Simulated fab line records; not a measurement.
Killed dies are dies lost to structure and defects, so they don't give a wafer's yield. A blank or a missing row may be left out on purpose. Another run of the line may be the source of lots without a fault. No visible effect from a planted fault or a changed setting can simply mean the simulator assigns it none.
Which of the tools did it? | flow gf180mcu | 10 lots with 30 wafers sampled at 5 steps, on a route of 602 steps

WHAT THE GAUGES SHOWED, per wafer
GF_PASSIVATION_THK_MEAS_01. Usual: PASSIVATION_CVD_00_THK typically reads 993 nm, with standard deviation 13.
lot  | measured     | on            | PASSIVATION_CVD_00_THK (nm) | flag
L683 | day 29 06:10 | film-metro-02 | 971 999 1004                |
L684 | day 29 10:09 | film-metro-01 | 988 1011 1001               |
L685 | day 29 11:04 | film-metro-02 | 990 1006 995                |
L686 | day 29 13:50 | film-metro-01 | 980 1013 992                |
L688 | day 30 00:59 | film-metro-01 | 994 1004 1010               |
L689 | day 30 22:07 | film-metro-02 | 998 990 1004                |
L696 | day 32 01:58 | film-metro-01 | 977 998 984                 |
L697 | day 32 11:45 | film-metro-01 | 981 1004 994                |
L700 | day 33 04:11 | film-metro-02 | 817 1005 1002 818 1006 1003 | OFF
L705 | day 34 02:19 | film-metro-03 | 995 982 1014                |

WHAT TOOL EACH LOT RAN ON (gives the tool, then ch and the chambers of the sampled wafers, and finally the start)
lot  | GF_M5_METAL_ETCH_10               | GF_M5_STRIP_11                       | GF_TOP_METAL_STRIP_17                | GF_PASSIVATION_CVD_00
L683 | rie-metal-03 ch 0,1, day 27 10:55 | plasma-asher-03 ch 1, day 27 11:02   | plasma-asher-04 ch 1, day 29 05:31   | pecvd-04 ch 0,1,2, day 29 06:05
L684 | rie-metal-03 ch 0,1, day 27 15:10 | plasma-asher-03 ch 0,1, day 27 15:16 | plasma-asher-02 ch 0,1, day 29 09:33 | pecvd-03 ch 0,1, day 29 10:04
L685 | rie-metal-02 ch 0,1, day 27 15:28 | plasma-asher-02 ch 0, day 27 15:35   | plasma-asher-02 ch 1, day 29 10:25   | pecvd-03 ch 0,1, day 29 10:59
L686 | rie-metal-01 ch 0,1, day 27 18:25 | plasma-asher-03 ch 0,1, day 27 18:32 | plasma-asher-02 ch 0,1, day 29 13:13 | pecvd-04 ch 0,1,2, day 29 13:46
L688 | rie-metal-03 ch 0,1, day 28 05:19 | plasma-asher-03 ch 0,1, day 28 05:26 | plasma-asher-04 ch 0,1, day 30 00:20 | pecvd-03 ch 0,1,2, day 30 00:55
L689 | rie-metal-01 ch 0,1, day 29 04:19 | plasma-asher-02 ch 0,1, day 29 04:26 | plasma-asher-04 ch 0,1, day 30 21:31 | pecvd-02 ch 0,1,2, day 30 22:02
L696 | rie-metal-02 ch 1, day 30 09:55   | plasma-asher-02 ch 0,1, day 30 10:08 | plasma-asher-04 ch 0,1, day 32 01:22 | pecvd-03 ch 0,1,2, day 32 01:54
L697 | rie-metal-02 ch 1, day 30 21:29   | plasma-asher-02 ch 0,1, day 30 21:40 | plasma-asher-02 ch 0,1, day 32 11:09 | pecvd-03 ch 0,2, day 32 11:39
L700 | rie-metal-03 ch 0,1, day 31 15:07 | plasma-asher-04 ch 1, day 31 15:13   | plasma-asher-02 ch 0,1, day 33 03:31 | pecvd-03 ch 0,1,2, day 33 04:06
L705 | rie-metal-03 ch 0,1, day 32 15:09 | plasma-asher-02 ch 0,1, day 32 15:16 | plasma-asher-02 ch 0,1, day 34 01:42 | pecvd-04 ch 0,1,2, day 34 02:14
- GF_M5_METAL_ETCH_10: etches the open film in Cl2/BCl3, stops on SiO2, target depth 627.5 nm, time 99.69 s.
- GF_M5_STRIP_11: strips in O2/N2.
- GF_TOP_METAL_STRIP_17: strips in O2/N2.
- GF_PASSIVATION_CVD_00: deposits SiO2 from TEOS, target thk 1000 nm, time 111.95 s.

WHAT THE TOOLS THEMSELVES READ (means of the sampled wafers that have a number; where no wafer has one, the mark that the record gives instead)
GF_M5_METAL_ETCH_10. Usual: bias-w 139.9 W, standard deviation 0.44; drypump-motor-current-A 5.7 A, standard deviation 0.47; oes-product-au 0.991 a.u., standard deviation 0.0078; throttle-valve-pct 28.229 %, standard deviation 0.011.
lot  | tool         | bias-w (W) | drypump-motor-current-A (A) | oes-product-au (a.u.) | throttle-valve-pct (%) | flag
L683 | rie-metal-03 | 139.8      | 5.2                         | 0.994                 | 28.225                 |
L684 | rie-metal-03 | 139.8      | 5.2                         | 0.985                 | 28.225                 |
L685 | rie-metal-02 | 139.9      | 6.0                         | 0.992                 | 28.238                 |
L686 | rie-metal-01 | 140.1      | 6.3                         | 0.981                 | 28.243                 |
L688 | rie-metal-03 | 140.0      | 5.5                         | 0.993                 | 28.229                 |
L689 | rie-metal-01 | 139.9      | 6.3                         | 0.980                 | 28.237                 |
L696 | rie-metal-02 | 139.9      | 6.1                         | 0.983                 | 28.239                 |
L697 | rie-metal-02 | 139.8      | 6.1                         | 0.993                 | 28.229                 |
L700 | rie-metal-03 | 139.8      | 5.3                         | 0.998                 | 28.225                 |
L705 | rie-metal-03 | 140.0      | 5.4                         | 0.990                 | 28.227                 |

GF_M5_STRIP_11. Usual: drypump-motor-current-A 5.8 A, standard deviation 0.45; heater-power-w 315 W, standard deviation 31; oes-product-au 0.549 a.u., standard deviation 0.0049; strip-time-to-endpoint-s 7.66 s, standard deviation 0.042.
lot  | tool            | drypump-motor-current-A (A) | heater-power-w (W) | oes-product-au (a.u.) | strip-time-to-endpoint-s (s) | flag
L683 | plasma-asher-03 | 6.2                         | 290                | 0.550                 | 7.63                         |
L684 | plasma-asher-03 | 6.4                         | 296                | 0.555                 | 7.70                         |
L685 | plasma-asher-02 | 5.5                         | 306                | 0.547                 | 7.66                         |
L686 | plasma-asher-03 | 6.4                         | 300                | 0.550                 | 7.70                         |
L688 | plasma-asher-03 | 6.4                         | 303                | 0.547                 | 7.62                         |
L689 | plasma-asher-02 | 5.4                         | 308                | 0.552                 | 7.74                         |
L696 | plasma-asher-02 | 5.4                         | 308                | 0.556                 | 7.71                         |
L697 | plasma-asher-02 | 5.4                         | 311                | 0.550                 | 7.65                         |
L700 | plasma-asher-04 | 6.2                         | 310                | 0.551                 | 7.61                         |
L705 | plasma-asher-02 | 5.5                         | 310                | 0.546                 | 7.62                         |

GF_TOP_METAL_STRIP_17. Usual: drypump-motor-current-A 5.6 A, standard deviation 0.32; heater-power-w 326 W, standard deviation 37; oes-product-au 0.710 a.u., standard deviation 0.0047; strip-time-to-endpoint-s 13.33 s, standard deviation 0.087.
lot  | tool            | drypump-motor-current-A (A) | heater-power-w (W) | oes-product-au (a.u.) | strip-time-to-endpoint-s (s) | flag
L683 | plasma-asher-04 | 6.2                         | 306                | 0.711                 | 13.30                        |
L684 | plasma-asher-02 | 5.4                         | 308                | 0.712                 | 13.24                        |
L685 | plasma-asher-02 | 5.3                         | 312                | 0.710                 | 13.44                        |
L686 | plasma-asher-02 | 5.4                         | 312                | 0.707                 | 13.30                        |
L688 | plasma-asher-04 | 6.0                         | 341                | 0.708                 | 13.39                        |
L689 | plasma-asher-04 | 5.7                         | 373                | 0.712                 | 13.28                        |
L696 | plasma-asher-04 | 5.7                         | 367                | 0.714                 | 13.42                        |
L697 | plasma-asher-02 | 5.4                         | 308                | 0.711                 | 13.30                        |
L700 | plasma-asher-02 | 5.4                         | 310                | 0.709                 | 13.38                        |
L705 | plasma-asher-02 | 5.5                         | 308                | 0.714                 | 13.18                        |

GF_PASSIVATION_CVD_00. Usual: heater-power-w 582 W, standard deviation 78; susceptor-temp-C 399.99 C, standard deviation 0.22.
lot  | tool     | heater-power-w (W) | susceptor-temp-C (C) | flag
L683 | pecvd-04 | 539                | 399.99               |
L684 | pecvd-03 | 625                | 399.63               |
L685 | pecvd-03 | 644                | 400.03               |
L686 | pecvd-04 | 525                | 400.05               |
L688 | pecvd-03 | 648                | 400.01               |
L689 | pecvd-02 | 627                | 400.18               |
L696 | pecvd-03 | 611                | 399.92               |
L697 | pecvd-03 | 605                | 399.81               |
L700 | pecvd-03 | 618                | 400.04               |
L705 | pecvd-04 | 509                | 400.02               |

THE ANSWER, worked out from the rows above alone
Rule: a lot counts as off when the mean over its wafers that have a number is more than 3 standard deviations away from the usual mean. Also off: a lot with no number at a reading for which 4 or more lots have one. The other lots that the step has rows for count as sound. Order of review: gauges by route order, followed by the tools' own readings, for which a lot's mean as printed above is used. The first step at which some lot is off is used, and at that step the reading that is off furthest; a lot without a number counts as furthest.
Off: L700, seen at GF_PASSIVATION_THK_MEAS_01 (PASSIVATION_CVD_00_THK).
A tool fits if, at a process step before that reading, it ran every lot that is off, and no sound lot after the first of them. Those tools and the gauges at GF_PASSIVATION_THK_MEAS_01 are tried in the same way. Can't be told from this: 3 tools fit, plasma-asher-04 at GF_M5_STRIP_11, pecvd-03 at GF_PASSIVATION_CVD_00, film-metro-02 at GF_PASSIVATION_THK_MEAS_01.

WHAT THE SIMULATOR HAD INSERTED
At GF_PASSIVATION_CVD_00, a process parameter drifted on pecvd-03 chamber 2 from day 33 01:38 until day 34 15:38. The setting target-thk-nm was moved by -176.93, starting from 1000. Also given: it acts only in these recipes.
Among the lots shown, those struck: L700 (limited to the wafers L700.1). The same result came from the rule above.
